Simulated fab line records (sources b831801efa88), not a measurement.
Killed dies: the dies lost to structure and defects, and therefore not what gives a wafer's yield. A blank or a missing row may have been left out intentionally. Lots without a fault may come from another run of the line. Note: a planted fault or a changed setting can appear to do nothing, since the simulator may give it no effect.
A struck lot beside a sound one / flow gf180mcu / 17 out of 602 route steps
Sound: these wafers, L367.1, L367.2, L367.4. The struck wafers were L364.1, L364.4, L364.5. The cause comes at the end.
At each step with rows: each side's tool, then ch and its chambers, then its first start. Under that, the readings that differ: sound wafers / struck wafers / difference of the means / sigmas: that difference in standard deviations of wafers without a fault.
alike: readings with means less than 2 such deviations apart, plus words and numbers identical on both sides. not compared: withheld readings, readings lacking a value on some wafer, bounds such as >300 that could conceal the same value, and numbers that have no deviation in the record and whose values overlap.
The two part at a step that has a row with sigmas, a row that says differs or no value, or rows on one side only. Numbers that don't overlap but have no deviation are shown without sigmas and don't part them. Lack of a reading on every wafer of one side parts them only where that side has two or more wafers.

first, 6 steps without rows for these wafers: GF_PSD_HMDS_01 (prime time 60 s); GF_PSD_COAT_02 (resist thk 1000 nm); GF_PSD_SOFTBAKE_03 (time 60 s); GF_PSD_EXPOSE_04 (exposes mask Pplus, target cd 400 nm); GF_PSD_PEB_05; GF_PSD_DEVELOP_06 (develop time 60 s).
GF_PSD_CD_MEAS_07 targets a cd of 400 nm.
  struck on cd-sem-02, day 19 00:33; sound on cd-sem-02, day 20 05:58
  alike: cd-nm
GF_PSD_OVL_MEAS_08:
  struck on overlay-01, day 19 00:40; sound on overlay-02, day 20 06:05
  alike: PSD_OVL
then, 1 step without rows for these wafers: GF_PSD_IMPLANT_09.
GF_PSD_STRIP_10: strips in O2/N2.
  sound on plasma-asher-01 ch 0,1, day 20 06:17; struck on plasma-asher-01 ch 0,1, day 19 00:52
  alike: chamber-pressure-mTorr, drypump-motor-current-A, heater-power-w, oes-product-au, strip-time-to-endpoint-s
  not compared: rf-hours-counter-h
GF_PSD_TW_MEAS_11:
  struck on film-metro-02, day 19 00:58; sound on film-metro-03, day 20 06:23
  alike: PSD_TW
then, 1 step without rows for these wafers: GF_PSD_CLEAN_12 (cleans in SC1/SC2, time 150 s).
GF_PSD_RTA_13: time 20 s.
  sound on rtp-anneal-02 ch 0, day 20 06:30; struck on rtp-anneal-01 ch 0, day 19 01:04
reading=lamp-power-pct (%); sound=30.9 30.9 30.9; struck=36.8 36.8 36.8; difference=+5.9; sigmas=+4
reading=wafer_temp_C_max; sound=1030.4 1030.0 1030.7; struck=1058.3 1057.9 1058.1; difference=+27.7; sigmas=+20
GF_PSD_RS_MEAS_14: the measuring method here is four-point-probe.
  struck on film-metro-03, day 19 01:09; sound on film-metro-03, day 20 06:35
reading=NSD_RS (ohm/sq); sound=46.23 46.18 46.12; struck=41.84 41.83 41.90; difference=-4.32; sigmas=-50
GF_PSD_RS_MEAS_15: the measuring method here is four-point-probe.
  struck on film-metro-03, day 19 01:16; sound on film-metro-03, day 20 06:42
reading=PSD_RS (ohm/sq); sound=108.7 108.7 108.5; struck=96.6 96.6 96.6; difference=-12.0; sigmas=-35
GF_SAB_CVD_00: deposits SiO2 from TEOS, target thk 50 nm, time 4.9302 s.
  sound on pecvd-02 ch 0,1,2, day 20 06:49; struck on pecvd-02 ch 0,2, day 19 01:23
  alike: heater-power-w
GF_PASSIVATION_PROBE_99:
  sound wafers here have rows in the record (prober-02, day 33 19:30); struck ones have none

== WHERE THEY PART ==
Earliest at GF_PSD_RTA_13; latest, in this record, at GF_PASSIVATION_PROBE_99.

WHY: whatever the simulator had introduced
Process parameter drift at GF_PSD_RTA_13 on rtp-anneal-01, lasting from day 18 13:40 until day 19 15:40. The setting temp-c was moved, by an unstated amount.
